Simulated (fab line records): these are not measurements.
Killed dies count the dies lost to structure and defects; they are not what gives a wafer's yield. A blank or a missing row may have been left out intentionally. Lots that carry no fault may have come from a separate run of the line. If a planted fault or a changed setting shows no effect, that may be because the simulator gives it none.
Split-lot trial | flow gf180mcu | 23 wafers read from 5 lots, route of 602 steps

== ON THE SPLIT ==
At GF_POLY_GATE_CVD_00 (deposits poly-Si, target thk 200 nm, time 1200 s), the setting time-s was moved away from the recipe's 1200 s on 20 of the 23 wafers read, by -14.9% to +13.8%. For the rest of the wafers, this setting stayed at what the recipe calls for.

== FROM THE SPLIT TO THE READING: what the file shows between them, 3 steps ==
- GF_POLY_GATE_THK_MEAS_01
- GF_POLY_GATE_DEVELOP_09: develop time 60 s (also split here: dev-temp-c)
- GF_POLY_GATE_ETCH_12: etches BARC in N2/H2

== THE READING ==
oes-product-au, in a.u., at GF_POLY_GATE_ETCH_13 (etches poly-Si in HBr/Cl2, stops on SiO2, target depth 198.5 nm, time 69.6 s). Fault-free wafers of this fab line usually give 0.991 a.u., standard deviation 0.0072 a.u.

wafer  | tool, chamber at the split | time-s as run, s | against the recipe | oes-product-au, a.u. | against lot-mates on the recipe
L075.1 | -, -                       | 1343             | +11.9%             | 0.985                | no lot-mate on the recipe
L075.2 | -, -                       | 1343             | +11.9%             | 0.995                | no lot-mate on the recipe
L075.3 | -, -                       | 1343             | +11.9%             | 1.012                | no lot-mate on the recipe
L075.4 | -, -                       | 1343             | +11.9%             | 1.004                | no lot-mate on the recipe
L075.5 | -, -                       | 1343             | +11.9%             | 1.013                | no lot-mate on the recipe
L076.2 | -, -                       | 1366             | +13.8%             | 1.012                | no lot-mate on the recipe
L076.3 | -, -                       | 1366             | +13.8%             | 1.012                | no lot-mate on the recipe
L076.4 | -, -                       | 1366             | +13.8%             | 0.998                | no lot-mate on the recipe
L076.5 | -, -                       | 1366             | +13.8%             | 1.000                | no lot-mate on the recipe
L076.6 | -, -                       | 1366             | +13.8%             | 1.016                | no lot-mate on the recipe
L083.1 | -, -                       | 1096             | -8.7%              | 0.934                | no lot-mate on the recipe
L083.2 | -, -                       | 1096             | -8.7%              | 0.937                | no lot-mate on the recipe
L083.3 | -, -                       | 1096             | -8.7%              | 0.952                | no lot-mate on the recipe
L083.4 | -, -                       | 1096             | -8.7%              | 0.934                | no lot-mate on the recipe
L083.6 | -, -                       | 1096             | -8.7%              | 0.944                | no lot-mate on the recipe
L082.1 | -, -                       | 1021             | -14.9%             | 0.911                | no lot-mate on the recipe
L082.2 | -, -                       | 1021             | -14.9%             | 0.902                | no lot-mate on the recipe
L082.4 | -, -                       | 1021             | -14.9%             | 0.901                | no lot-mate on the recipe
L082.5 | -, -                       | 1021             | -14.9%             | 0.905                | no lot-mate on the recipe
L082.6 | -, -                       | 1021             | -14.9%             | 0.902                | no lot-mate on the recipe
L084.2 | lpcvd-01, 1                | 1200             | recipe             | 0.996                | -
L084.3 | lpcvd-01, 1                | 1200             | recipe             | 0.980                | -
L084.5 | lpcvd-01, 1                | 1200             | recipe             | 0.988                | -

THE FIT
A straight line over all 23 wafers: oes-product-au changes by +0.00341 a.u. for each +1% of time-s; r = +0.95; the points scatter about the line by 0.013 a.u.
Too few moved wafers with a lot-mate on the recipe to fit a line net of each lot's own level.

== THE WHOLE CHAIN: every reading that the file lists as answering this split, in the file's order ==
step                     | what it does                                                                 | reading                                                                             | change (the file's fit)                   | r (the file's)
GF_POLY_GATE_CVD_00      | deposits poly-Si, target thk 200 nm, time 1200 s                             | poly-Si_of_POLY_GATE_CVD_00.thk-nm (the simulator's own value, which no gauge read) | +1.97 nm for each +1% of the setting      | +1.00
GF_POLY_GATE_THK_MEAS_01 |                                                                              | POLY_GATE_CVD_00_THK                                                                | +1.97 for each +1% of the setting         | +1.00
GF_POLY_GATE_ETCH_13     | etches poly-Si in HBr/Cl2, stops on SiO2, target depth 198.5 nm, time 69.6 s | oes-product-au                                                                      | +0.00341 a.u. for each +1% of the setting | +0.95

== THE FILE'S OWN FIT ==
oes-product-au changes by +0.00341 a.u. for each +1% of time-s, r = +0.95.
